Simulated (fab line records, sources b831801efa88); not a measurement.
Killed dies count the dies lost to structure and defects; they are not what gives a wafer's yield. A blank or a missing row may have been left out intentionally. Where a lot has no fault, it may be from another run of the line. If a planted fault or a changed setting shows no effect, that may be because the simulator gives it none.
Matching of chambers ; flow gf180mcu ; GF_V4_CMP_26 on cmp-02: 4 sister chambers
The step polishes, stops on SiO2, t overpolish 15 s, target thk 0 nm. 20 wafers are shown with their chamber, then 10 later ones without.

== WAFERS WITH THEIR CHAMBER ==
wafer;chamber;motor_current_A (A);time_to_endpoint_s (s);slurry_flow_ml_min
L778.1;1;10.9;80;149.3
L778.4;2;12.2;83;150.8
L778.6;3;10.2;78;150.3
L779.1;0;10.8;87;150.5
L779.2;1;11.4;84;149.2
L779.5;3;9.9;78;150.5
L780.1;2;12.6;84;150.4
L780.3;0;10.8;89;150.1
L780.6;3;10.4;78;150.6
L781.1;0;11.0;91;150.9
L781.5;1;11.3;85;150.5
L781.6;2;12.6;86;149.6
L784.1;1;11.1;82;149.7
L784.2;3;9.5;74;150.5
L784.6;2;11.8;82;150.3
L785.3;3;10.1;77;150.5
L785.4;1;11.3;82;150.0
L785.5;3;9.8;77;149.9
L787.2;2;12.7;82;149.3
L787.4;1;10.9;81;150.0

SIGNATURES (means of the wafers above)
reading;chamber 0;chamber 1;chamber 2;chamber 3;scatter within a chamber
motor_current_A;10.867;11.150;12.380;9.983;0.289
time_to_endpoint_s;89.00;82.33;83.40;77.00;1.74
slurry_flow_ml_min;150.500;149.783;150.080;150.383;0.457
Rule: a wafer lies at a distance from a chamber equal to the root of the sum of squares, over the readings, of (its reading less the chamber's mean, divided by the reading's scatter). The wafer belongs to the nearest chamber; if the next one is less than 2 further off, it can't be placed. The scatter: take each reading less its chamber's mean, square it, sum over the shown wafers, divide by the number of wafers less the number of chambers, and take the root.

== WAFERS MISSING THEIR CHAMBER ==
wafer;motor_current_A (A);time_to_endpoint_s (s);slurry_flow_ml_min
L787.5;10.6;85;149.7
L788.2;10.9;84;150.3
L788.4;11.2;84;150.3
L788.6;10.7;90;150.5
L789.1;11.3;85;150.7
L789.2;11.1;91;149.8
L789.3;12.2;84;149.4
L792.3;10.1;90;149.8
L792.4;11.0;89;150.0
L792.5;12.6;86;150.1

== CHAMBER TAKEN BY EACH ==
wafer;from the rows above;in truth
L787.5;can't be placed: 1 or 0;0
L788.2;can't be placed: 1 or 0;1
L788.4;can't be placed: 1 or 0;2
L788.6;0;0
L789.1;can't be placed: 1 or 0 or 2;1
L789.2;0;0
L789.3;2;2
L792.3;0;0
L792.4;0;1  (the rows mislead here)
L792.5;2;2
Correct placement for 5 of the 10. Can't be placed from these rows: 4 (the true chamber is among the candidates in 3). Placed wrongly: 1.
